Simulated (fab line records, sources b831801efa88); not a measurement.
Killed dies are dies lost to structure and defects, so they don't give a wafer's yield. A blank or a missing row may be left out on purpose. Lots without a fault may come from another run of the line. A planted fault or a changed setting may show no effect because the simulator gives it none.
Tool commonality check | flow sky130 | 14 lots, 42 wafers sampled

WHY IT WAS OPENED
At SKY_RES_XHIGH_TW_MEAS_09 the reading RES_XHIGH_TW is flagged on 2 of 14 lots. Wafers without a fault read 1640, standard deviation 8.6.
Rule: a lot is flagged when every wafer of it that has a number lies more than 4 standard deviations from that mean, or none has a number. The other lots count as sound.

lot  | measured     | on            | RES_XHIGH_TW, wafer by wafer | flag
L853 | day 26 22:44 | film_metro-03 | 1626 1645 1626               |
L852 | day 26 23:20 | film_metro-02 | 1645 1640 1643               |
L854 | day 27 12:12 | film_metro-01 | 1646 1645 1650               |
L855 | day 27 17:47 | film_metro-01 | 1651 1653 1648               |
L856 | day 29 02:04 | film_metro-02 | 1654 1641 1640               |
L858 | day 29 06:07 | film_metro-01 | 1639 1650 1638               |
L860 | day 29 12:29 | film_metro-02 | 1641 1647 1636               |
L861 | day 29 22:59 | film_metro-03 | 1634 1628 1633               |
L862 | day 30 07:22 | film_metro-03 | 1636 1629 1631               |
L863 | day 30 12:35 | film_metro-02 | 1656 1637 1636               |
L864 | day 30 22:34 | film_metro-03 | 1630 1629 1632               |
L866 | day 31 13:40 | film_metro-02 | 1634 1639 1631               |
L872 | day 33 13:29 | film_metro-03 | 30 30 30                     | FLAGGED
L871 | day 33 14:08 | film_metro-01 | 30 30 31                     | FLAGGED
The numbers of the flagged lots are 30 on average: -1610 against the usual, or -99 or more standard deviations.

WHICH TOOL RAN EACH LOT
The record holds 1 process step before the reading, out of a route of 708 steps. In each cell: the tool, then ch and the chambers that the sampled wafers went through, then the start.
lot  | flag    | SKY_RES_XHIGH_DEVELOP_06
L853 |         | litho_track-02 ch 0, day 26 22:22
L852 |         | litho_track-02 ch 0, day 26 22:56
L854 |         | litho_track-03 ch 0, day 27 11:48
L855 |         | litho_track-02 ch 0, day 27 17:23
L856 |         | litho_track-03 ch 0, day 29 01:41
L858 |         | litho_track-01 ch 0, day 29 05:43
L860 |         | litho_track-01 ch 0, day 29 12:06
L861 |         | litho_track-02 ch 0, day 29 22:37
L862 |         | litho_track-01 ch 0, day 30 06:58
L863 |         | litho_track-02 ch 0, day 30 12:11
L864 |         | litho_track-01 ch 0, day 30 22:10
L866 |         | litho_track-03 ch 0, day 31 13:17
L872 | FLAGGED | litho_track-02 ch 0, day 33 13:05
L871 | FLAGGED | litho_track-02 ch 0, day 33 13:44
What these steps do:
- SKY_RES_XHIGH_DEVELOP_06: develop time 60 s.
- SKY_RES_XHIGH_TW_MEAS_09

FLAGGED OVER TOTAL, TOOL BY TOOL (the gauges that took the reading come last)
step                     | tool           | lots run | flagged | share of the flagged lots | sound lots run after its first flagged lot
SKY_RES_XHIGH_DEVELOP_06 | litho_track-01 | 4        | 0       | none                      | -
SKY_RES_XHIGH_DEVELOP_06 | litho_track-02 | 7        | 2       | all                       | 0
SKY_RES_XHIGH_DEVELOP_06 | litho_track-03 | 3        | 0       | none                      | -
SKY_RES_XHIGH_TW_MEAS_09 | film_metro-01  | 4        | 1       | some                      | 0
SKY_RES_XHIGH_TW_MEAS_09 | film_metro-02  | 5        | 0       | none                      | -
SKY_RES_XHIGH_TW_MEAS_09 | film_metro-03  | 5        | 1       | some                      | 0

WHAT THE TABLE ALLOWS
1 row of the table ran every flagged lot: litho_track-02 at SKY_RES_XHIGH_DEVELOP_06.
- litho_track-02 at SKY_RES_XHIGH_DEVELOP_06: 2 of its 7 lots flagged. Its last sound lot is L863 (day 30 12:11), its first flagged lot L872 (day 33 13:05): a fault that began between those two fits.
One tool is left: litho_track-02 at SKY_RES_XHIGH_DEVELOP_06.

WHAT THE SIMULATOR HAD PUT IN
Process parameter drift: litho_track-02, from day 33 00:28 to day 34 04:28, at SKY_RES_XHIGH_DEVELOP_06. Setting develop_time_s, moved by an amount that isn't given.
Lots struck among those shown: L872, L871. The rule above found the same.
